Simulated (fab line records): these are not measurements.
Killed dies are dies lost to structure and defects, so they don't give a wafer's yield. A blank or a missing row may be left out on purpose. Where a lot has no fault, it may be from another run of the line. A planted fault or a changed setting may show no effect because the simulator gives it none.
Which tool did it? / flow sky130 / Sampling: 24 lots, 72 wafers, 2 of 708 route steps

WHAT THE GAUGES SHOWED, per wafer
SKY_FIELD_ISO_BOW_MEAS_00. Usual: INCOMING_BOW 1 um, standard deviation 6.1.
lot=L074; measured=day 1 10:01; on=film-metro-03; INCOMING_BOW (um)=0 -9 4; flag=
lot=L075; measured=day 1 15:00; on=film-metro-04; INCOMING_BOW (um)=3 0 -18; flag=
lot=L076; measured=day 1 20:00; on=film-metro-04; INCOMING_BOW (um)=-4 -1 -4; flag=
lot=L077; measured=day 2 01:04; on=film-metro-04; INCOMING_BOW (um)=0 -4 4; flag=
lot=L078; measured=day 2 06:00; on=film-metro-03; INCOMING_BOW (um)=-6 11 6; flag=
lot=L079; measured=day 2 11:04; on=film-metro-04; INCOMING_BOW (um)=-1 1 9; flag=
lot=L080; measured=day 2 16:00; on=film-metro-04; INCOMING_BOW (um)=6 0 -2; flag=
lot=L081; measured=day 2 21:02; on=film-metro-04; INCOMING_BOW (um)=1 -8 -10; flag=
lot=L082; measured=day 3 02:00; on=film-metro-03; INCOMING_BOW (um)=8 -7 0; flag=
lot=L083; measured=day 3 07:00; on=film-metro-01; INCOMING_BOW (um)=7 14 -6; flag=
lot=L084; measured=day 3 12:04; on=film-metro-03; INCOMING_BOW (um)=4 11 5; flag=
lot=L085; measured=day 3 17:02; on=film-metro-03; INCOMING_BOW (um)=-4 6 -1; flag=
lot=L086; measured=day 3 22:02; on=film-metro-04; INCOMING_BOW (um)=-8 1 7; flag=
lot=L087; measured=day 4 03:02; on=film-metro-04; INCOMING_BOW (um)=-4 6 -8; flag=
lot=L088; measured=day 4 08:00; on=film-metro-04; INCOMING_BOW (um)=-2 2 -11; flag=
lot=L089; measured=day 4 13:00; on=film-metro-01; INCOMING_BOW (um)=5 7 5; flag=
lot=L090; measured=day 4 18:01; on=film-metro-04; INCOMING_BOW (um)=10 1 -4; flag=
lot=L091; measured=day 4 23:00; on=film-metro-04; INCOMING_BOW (um)=-6 -1 1; flag=
lot=L092; measured=day 5 04:00; on=film-metro-03; INCOMING_BOW (um)=6 4 -4; flag=
lot=L093; measured=day 5 09:00; on=film-metro-03; INCOMING_BOW (um)=1 4 -5; flag=
lot=L094; measured=day 5 14:04; on=film-metro-04; INCOMING_BOW (um)=8 3 -7; flag=
lot=L095; measured=day 5 19:02; on=film-metro-01; INCOMING_BOW (um)=0 -7 3; flag=
lot=L096; measured=day 6 00:01; on=film-metro-03; INCOMING_BOW (um)=5 3 1; flag=
lot=L097; measured=day 6 05:01; on=film-metro-01; INCOMING_BOW (um)=10 4 -3; flag=

SKY_LI_CONTACT_RS_MEAS_22: measurement is done with a four-point probe. Usual: LI_CONTACT_W_RS 0.2827 ohm/sq, standard deviation 0.0023.
lot=L074; measured=day 28 22:17; on=film-metro-03; LI_CONTACT_W_RS (ohm/sq)=0.2820 0.2826 0.2844; flag=
lot=L075; measured=day 29 13:22; on=film-metro-02; LI_CONTACT_W_RS (ohm/sq)=0.2859 0.2870 0.2857; flag=
lot=L076; measured=day 29 16:50; on=film-metro-03; LI_CONTACT_W_RS (ohm/sq)=0.2823 0.2828 0.2841; flag=
lot=L077; measured=day 30 06:26; on=film-metro-03; LI_CONTACT_W_RS (ohm/sq)=0.2829 0.2854 0.2860; flag=
lot=L078; measured=day 30 15:52; on=film-metro-02; LI_CONTACT_W_RS (ohm/sq)=0.2807 0.2775 0.2833; flag=
lot=L079; measured=day 30 21:26; on=film-metro-02; LI_CONTACT_W_RS (ohm/sq)=0.2857 0.2845 0.2838; flag=
lot=L080; measured=day 31 00:38; on=film-metro-03; LI_CONTACT_W_RS (ohm/sq)=0.2838 0.2798 0.2827; flag=
lot=L081; measured=day 31 09:50; on=film-metro-03; LI_CONTACT_W_RS (ohm/sq)=0.2837 0.2821 0.2877; flag=
lot=L082; measured=day 32 04:39; on=film-metro-01; LI_CONTACT_W_RS (ohm/sq)=0.2841 0.2796 0.2834; flag=
lot=L083; measured=day 32 05:12; on=film-metro-03; LI_CONTACT_W_RS (ohm/sq)=0.2894 0.2849 0.2834; flag=
lot=L084; measured=day 32 13:59; on=film-metro-01; LI_CONTACT_W_RS (ohm/sq)=0.2846 0.2823 0.2816; flag=
lot=L085; measured=day 33 00:02; on=film-metro-03; LI_CONTACT_W_RS (ohm/sq)=0.2841 0.2822 0.2822; flag=
lot=L086; measured=day 33 07:31; on=film-metro-01; LI_CONTACT_W_RS (ohm/sq)=0.2874 0.2851 0.2814; flag=
lot=L087; measured=day 33 14:08; on=film-metro-02; LI_CONTACT_W_RS (ohm/sq)=0.2855 0.2854 0.2820; flag=
lot=L088; measured=day 33 19:32; on=film-metro-02; LI_CONTACT_W_RS (ohm/sq)=0.2838 0.2807 0.2814; flag=
lot=L089; measured=day 34 01:53; on=film-metro-02; LI_CONTACT_W_RS (ohm/sq)=0.2758 0.2812 0.2812; flag=
lot=L090; measured=day 34 14:46; on=film-metro-01; LI_CONTACT_W_RS (ohm/sq)=0.2788 0.2823 0.2822; flag=
lot=L091; measured=day 35 03:11; on=film-metro-01; LI_CONTACT_W_RS (ohm/sq)=0.2827 0.2848 0.2829; flag=
lot=L092; measured=day 35 03:04; on=film-metro-03; LI_CONTACT_W_RS (ohm/sq)=0.2842 0.2842 0.2840; flag=
lot=L093; measured=day 35 06:52; on=film-metro-03; LI_CONTACT_W_RS (ohm/sq)=0.2797 0.2793 0.2804; flag=
lot=L094; measured=day 35 18:21; on=film-metro-01; LI_CONTACT_W_RS (ohm/sq)=0.2837 0.2859 0.2792; flag=
lot=L095; measured=day 35 20:17; on=film-metro-01; LI_CONTACT_W_RS (ohm/sq)=0.2797 0.2821 0.2828; flag=
lot=L096; measured=day 36 14:56; on=film-metro-01; LI_CONTACT_W_RS (ohm/sq)=0.2822 0.2807 0.2832; flag=
lot=L097; measured=day 36 08:19; on=film-metro-03; LI_CONTACT_W_RS (ohm/sq)=0.2817 0.2810 0.2801; flag=

WHICH TOOL RAN EACH LOT (tool, then ch and the chambers of the sampled wafers, then the start)
Record: no process step prior to these readings.

AS READ BY THE TOOLS THEMSELVES (means over the sampled wafers that have a number; for cases with no such wafer, the mark the record gives instead)
The record holds no such reading with a usual standard deviation.

THE ANSWER, worked out from the rows above alone
Rule: a lot is off if the mean of its wafers that have a number lies more than 3 standard deviations from the usual mean. Also off: a lot with no number at a reading for which 4 or more lots have one. The other lots that the step has rows for count as sound. After the gauges, taken in route order, come the tools' own readings; for these a lot's mean is taken, as printed above. At the first step where some lot is off, the reading lying furthest off is the one used; lots without a number count as furthest.
No lot is off at any reading shown: from this, nothing can be told.

WHAT THE SIMULATOR HAD PUT IN
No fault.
